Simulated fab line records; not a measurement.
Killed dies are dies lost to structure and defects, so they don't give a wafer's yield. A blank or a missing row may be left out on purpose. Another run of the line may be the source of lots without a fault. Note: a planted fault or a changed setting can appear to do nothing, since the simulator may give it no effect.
The same fault as seen by 2 desks -- flow sky130 -- numbers are kept per desk, each desk with only its own; the story behind them comes last

DESK OF THE TOOL OWNER: rie-diel-03
The tool's own readings at SKY_POLY_GATE_ETCH_16 (etches Si3N4 in CH3F/O2, stops on poly-Si, time 147.5 s, target depth 75 nm): means of the sampled wafers that have a number, for each lot that ran on this tool. A lot is out of limits, marked OUT, if its mean lies more than 4 standard deviations from the usual mean; the brackets give that distance.
Columns: A = drypump-motor-current-A at SKY_POLY_GATE_ETCH_16, usual 5.7 A; B = oes-product-au at SKY_POLY_GATE_ETCH_16, usual 0.641 a.u.; C = rf-fwd-power-W at SKY_POLY_GATE_ETCH_16, usual 398.2 W; D = throttle-valve-pct at SKY_POLY_GATE_ETCH_16, usual 10.535 %
lot,first seen here,A,B,C,D
L799,day 20 04:08,5.7,0.644,397.6,10.528
L800,day 20 08:38,5.5,0.641,397.5,10.525
L809,day 23 13:34,5.6,0.636,333.8 (-46) OUT,10.539
L811,day 24 02:30,5.5,0.642,334.2 (-46) OUT,10.529
This desk's verdict: out of limits on L809, L811, starting with L809 at day 23 13:34 (rf-fwd-power-W at SKY_POLY_GATE_ETCH_16). In limits: L799, L800.

THE METROLOGY DESK
Lot by lot, what the gauges showed, no matter which tool ran the lot: averages of those sampled wafers that carry a number. A lot is out of limits, marked OUT, if its mean lies more than 4 standard deviations from the usual mean; the brackets give that distance.
Columns: A = POLY_GATE_CVD_03_THK at SKY_POLY_GATE_THK_MEAS_04, usual 75.2 nm; B = cd-nm at SKY_POLY_GATE_CD_MEAS_13, usual 150.0 nm; C = POLY_GATE_OVL at SKY_POLY_GATE_OVL_MEAS_14, usual -1 nm
lot,first seen here,A,B,C
L792,day 15 23:56,76.2,151.7,-2
L799,day 18 21:13,75.5,148.2,8
L800,day 19 01:55,75.2,149.3,-3
L809,day 22 06:32,74.6,151.0,1
L811,day 22 19:37,75.3,150.6,0
L813,day 23 13:55,74.2,149.4,-2
Result from this desk: across the 6 lots, nothing is out of limits.

PUT TOGETHER
The tool owner's desk had the chance to raise an alarm at day 23 13:34 on L809, L811.
From the metrology desk's view, nothing was out of limits.
The metrology desk has L809, L811 on record, within its limits.
All the named lots went through SKY_POLY_GATE_ETCH_16 on rie-diel-03.

WHAT THE SIMULATOR PUT IN
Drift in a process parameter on rie-diel-03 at SKY_POLY_GATE_ETCH_16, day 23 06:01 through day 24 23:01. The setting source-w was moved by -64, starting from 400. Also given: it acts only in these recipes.
Shown lots that were struck: L809, L811.
Hours from the fault's start to each desk's first reading out of limits: the tool owner's desk, 8.
